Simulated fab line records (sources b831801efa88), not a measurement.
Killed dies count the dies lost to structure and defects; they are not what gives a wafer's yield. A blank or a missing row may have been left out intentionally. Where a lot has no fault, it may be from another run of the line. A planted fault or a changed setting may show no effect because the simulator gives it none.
Comparing a struck lot with a sound one || flow sky130 || 14 steps out of a route of 708
Sound: wafers L799.2, L799.4, L799.5. Wafers L810.2, L810.4, L810.6 were the ones struck. The cause comes at the end.
At each step with rows: each side's tool, then ch and its chambers, then its first start. Under that, the readings that differ: sound wafers || struck wafers || difference of the means || sigmas: that difference in standard deviations of wafers without a fault.
alike: words and numbers the same on both sides, and readings whose means are apart by under 2 such deviations; not compared: readings that were withheld, readings missing a value for some wafer, numbers with overlapping values and no deviation given by the record, and bounds like >300 which may hide the same value.
A row with sigmas, a row that says differs or no value, or rows on one side alone: a step with any of these is where the two part. Non-overlapping numbers with no deviation appear without sigmas and do not part them. Lack of a reading on every wafer of one side parts them only where that side has two or more wafers.

first, 4 steps without rows for these wafers: SKY_METAL5_SOFTBAKE_10 (time 60 s); SKY_METAL5_EXPOSE_11 (exposes mask MM5, target cd 1600 nm); SKY_METAL5_PEB_12; SKY_METAL5_DEVELOP_13 (develop time 60 s).
SKY_METAL5_DESCUM_14: chemistry O2, time 11 s.
  sound on rie metal-01 ch 0,1, day 46 01:26; struck on rie metal-01 ch 0,1, day 48 02:18
  alike: drypump motor current A, oes product au
  not compared: rf hours counter h
SKY_METAL5_METAL_ETCH_15: etches the open film in Cl2/BCl3, stops on SiO2, target depth 1260 nm, time 252 s.
  sound on rie metal-01 ch 0,1, day 46 01:28; struck on rie metal-01 ch 0,1, day 48 02:20
  alike: drypump motor current A, oes product au, throttle valve pct
  not compared: rf hours counter h
SKY_METAL5_STRIP_16: strips in O2/N2.
  sound on plasma asher-04 ch 0, day 46 01:42; struck on plasma asher-04 ch 0,1, day 48 02:34
  alike: drypump motor current A, o2 flow sccm, oes product au, strip time to endpoint s
  not compared: rf hours counter h
then, 3 steps without rows for these wafers: SKY_METAL5_STRIP_17 (strips in post etch residue remover, time 1200 s); SKY_METAL5_CLEAN_18 (cleans in IPA, time 180 s); SKY_METAL5_CLEAN_19 (cleans in O3/DIW).
SKY_PASSIVATION_CVD_00: deposits SiO2, target thk 90 nm.
  sound on pecvd-01 ch 0,1, day 46 02:20; struck on pecvd-04 ch 0,1, day 48 04:27
{"reading": "heater power outer w (W)", "sound": "574 573 404", "struck": "282 296 424", "difference": -183, "sigmas": -2}
  alike: heater power w
SKY_PASSIVATION_THK_MEAS_01:
  struck on film metro-04, day 48 04:29; sound on film metro-01, day 46 02:22
  alike: PASSIVATION_CVD_00_THK
SKY_PASSIVATION_CVD_02: deposits Si3N4, target thk 540 nm.
  sound on pecvd-04 ch 0,1,2, day 46 02:25; struck on pecvd-03 ch 1,2, day 48 04:32
  no value came back on the struck wafers for heater power outer w (W), heater power w (W); on the sound wafers heater power outer w (W) reads 338 362 403
SKY_PAD_OPEN_PROBE_99:
  the record holds rows for the sound wafers here (prober-02, day 47 21:56) but none for the struck ones

## WHERE THEY PART
At SKY_PASSIVATION_CVD_00 first; at SKY_PAD_OPEN_PROBE_99 last (within this record only).

WHY: what had been put in by the simulator
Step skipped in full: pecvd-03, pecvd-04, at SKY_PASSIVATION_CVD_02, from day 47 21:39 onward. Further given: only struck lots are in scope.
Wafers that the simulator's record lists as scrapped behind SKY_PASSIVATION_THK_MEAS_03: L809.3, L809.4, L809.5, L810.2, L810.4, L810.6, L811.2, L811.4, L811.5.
